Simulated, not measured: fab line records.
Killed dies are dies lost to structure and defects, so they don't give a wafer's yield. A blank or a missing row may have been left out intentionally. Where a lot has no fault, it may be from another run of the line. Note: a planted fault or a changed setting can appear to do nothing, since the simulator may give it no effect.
Check of tool commonality | flow gf180mcu | 14 lots and 42 wafers in the sample

== REASON FOR OPENING ==
3 of 14 lots carry a flag on the reading SALICIDE_TIN_RS at GF_SALICIDE_RS_MEAS_04. Wafers without a fault read 16.62 ohm/sq, standard deviation 0.3.
Rule: a lot is flagged when every wafer of it that has a number lies more than 4 standard deviations from that mean, or none has a number. The rest of the lots are taken to be sound.

lot  | measured     | on           | SALICIDE_TIN_RS (ohm/sq), wafer by wafer | flag
L772 | day 15 05:27 | filmMetro-03 | 16.75 16.82 16.88                        | 
L773 | day 15 07:46 | filmMetro-01 | 16.32 16.68 16.24                        | 
L776 | day 16 19:17 | filmMetro-03 | 16.74 16.63 16.53                        | 
L777 | day 17 02:28 | filmMetro-01 | 16.35 16.52 16.34                        | 
L778 | day 17 10:17 | filmMetro-03 | 16.43 16.60 16.26                        | 
L784 | day 19 14:11 | filmMetro-01 | 61.23 60.08 60.03                        | FLAGGED
L785 | day 19 22:09 | filmMetro-03 | 60.61 59.72 60.75                        | FLAGGED
L786 | day 20 02:56 | filmMetro-03 | 62.24 63.30 61.37                        | FLAGGED
L787 | day 20 15:43 | filmMetro-01 | 16.66 16.85 16.50                        | 
L789 | day 21 06:17 | filmMetro-02 | 16.48 16.15 16.71                        | 
L791 | day 21 21:04 | filmMetro-02 | 16.40 16.51 16.45                        | 
L792 | day 22 04:58 | filmMetro-01 | 16.32 16.92 16.49                        | 
L793 | day 22 17:08 | filmMetro-02 | 16.78 16.93 16.92                        | 
L794 | day 22 18:58 | filmMetro-02 | 16.86 16.88 16.97                        | 
On average the flagged lots read 61.04 ohm/sq, which is +44.42 ohm/sq against the usual, or +99 or more standard deviations.

== WHICH TOOL RAN EACH LOT ==
The record keeps 1 process step preceding the reading, out of 602 steps on the route. Each cell gives the tool, then ch followed by the chambers the sampled wafers passed through, then the start.
lot  | flag    | GF_SALICIDE_SPUTTER_02
L772 |         | pvdSputter-03, day 15 05:22
L773 |         | pvdSputter-01, day 15 07:39
L776 |         | pvdSputter-03, day 16 19:14
L777 |         | pvdSputter-01, day 17 02:24
L778 |         | pvdSputter-01, day 17 10:13
L784 | FLAGGED | pvdSputter-01, day 19 14:08
L785 | FLAGGED | pvdSputter-01, day 19 22:04
L786 | FLAGGED | pvdSputter-03, day 20 02:51
L787 |         | pvdSputter-03, day 20 15:39
L789 |         | pvdSputter-01, day 21 06:13
L791 |         | pvdSputter-02, day 21 21:01
L792 |         | pvdSputter-01, day 22 04:54
L793 |         | pvdSputter-01, day 22 17:05
L794 |         | pvdSputter-01, day 22 18:54
What these steps do:
- GF_SALICIDE_SPUTTER_02: material Co, target thk 10 nm, time 20 s.
- GF_SALICIDE_RS_MEAS_04: measures by four-point-probe.

== FLAGGED AGAINST TOTAL, ONE TOOL AT A TIME (gauges that did the reading follow at the end) ==
step                   | tool          | lots run | flagged | share of the flagged lots | sound lots run after its first flagged lot
GF_SALICIDE_SPUTTER_02 | pvdSputter-01 | 9        | 2       | some                      | 4 (L789,L792,L793,L794)
GF_SALICIDE_SPUTTER_02 | pvdSputter-02 | 1        | 0       | none                      | -
GF_SALICIDE_SPUTTER_02 | pvdSputter-03 | 4        | 1       | some                      | 1 (L787)
GF_SALICIDE_RS_MEAS_04 | filmMetro-01  | 5        | 1       | some                      | 2 (L787,L792)
GF_SALICIDE_RS_MEAS_04 | filmMetro-02  | 4        | 0       | none                      | -
GF_SALICIDE_RS_MEAS_04 | filmMetro-03  | 5        | 2       | some                      | 0

== WHAT IS ALLOWED BY THE TABLE ==
No row of the table ran every flagged lot.

== WHAT THE SIMULATOR HAD PUT IN ==
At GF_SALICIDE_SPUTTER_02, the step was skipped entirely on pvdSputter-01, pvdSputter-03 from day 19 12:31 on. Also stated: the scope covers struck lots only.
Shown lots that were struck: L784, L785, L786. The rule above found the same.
